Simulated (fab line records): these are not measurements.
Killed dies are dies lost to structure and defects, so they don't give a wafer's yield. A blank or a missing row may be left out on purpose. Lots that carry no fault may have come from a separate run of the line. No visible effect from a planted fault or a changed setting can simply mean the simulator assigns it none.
8D (eight disciplines) problem report, filled in by code / flow gf180mcu / the parts of the form that need people (team, actions taken, sign-off) are left out

1. WHAT WENT WRONG
Wafers without a fault read 85.70 W, standard deviation 0.077; heater_power_total_W at GF_V4_PEB_12 reads a mean of 88.60 W on 6 wafers belonging to 2 lots. Relative to the usual mean, that is a shift of +38 standard deviations.
The step: peb time 90 s.
First observed at day 26 05:16: wafer L165.1, on litho_track-01. Wafers with a number at this step in the record: 39, from 13 lots. By rule, "out" or "out of limits" means more than 4 standard deviations away from the usual mean. All remaining wafers that have a number are taken as sound.

2. WHAT IT IS, AND WHAT IT ISN'T
question=which readings at this step | is=heater_power_total_W | is not=-
question=which lots | is=L165, L167 | is not=L160, L161, L166, L172, L174, L175, L179, L180, L181, L182, L183
question=which wafers of those lots | is=all that have a number | is not=-
question=read on which tools | is=litho_track-01 | is not=litho_track-03, litho_track-04
question=when | is=from day 26 05:16 | is not=up to then (6 sound wafers); but 27 sound wafers of L166, L172, L174, L175, L179, L180, L181, L182, L183 came after

3. WHAT RULES OUT EACH SUSPECT
Counting: any tool at a process step up to the reading is kept as a suspect provided that every lot that is out went through it and no sound lot did after the first of them.
- pvd_sputter-02 at GF_M4_SPUTTER_02 (material AlCu, target thk 450 nm, time 23.9 s): ruled out as a lasting fault. Sound lots L174, L175 ran on it after its first lot that is out, L165 (day 24 08:54).
- litho_track-01 at GF_V4_PEB_12 (peb time 90 s): ruled out as a lasting fault. Sound lots L181 ran on it after its first lot that is out, L165 (day 26 05:16).
Left after counting: nothing in the record.

4. THE CAUSE (what the simulator had put in)
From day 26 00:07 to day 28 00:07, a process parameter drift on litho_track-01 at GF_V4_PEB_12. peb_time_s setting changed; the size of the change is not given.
Counting ruled it out, wrongly.

5. THE EFFECT CHAIN, in route order
Each row: a reading where the mean over the struck wafers with a number is more than 3 standard deviations away from the usual. Only readings whose record carries a usual standard deviation are examined. hours: median over the lots of the time between each lot's start at the first step of this table that gives one and its start at this step. sigmas: the change, counted in usual standard deviations.
hours=0; step=GF_V4_PEB_12; reading=heater_power_total_W; usual=85.70 W; on struck wafers=88.60; change=+2.90; sigmas=+38
Its process steps:
- GF_V4_PEB_12: peb time 90 s.
Readings that are blank on the struck wafers while sound wafers have them: plate_temp_C at GF_V4_PEB_12.

6. HOW IT WOULD HAVE BEEN CAUGHT EARLIER
The fault began at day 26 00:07; the first out-of-limits reading in this record came at day 26 05:16, 5 hours later.
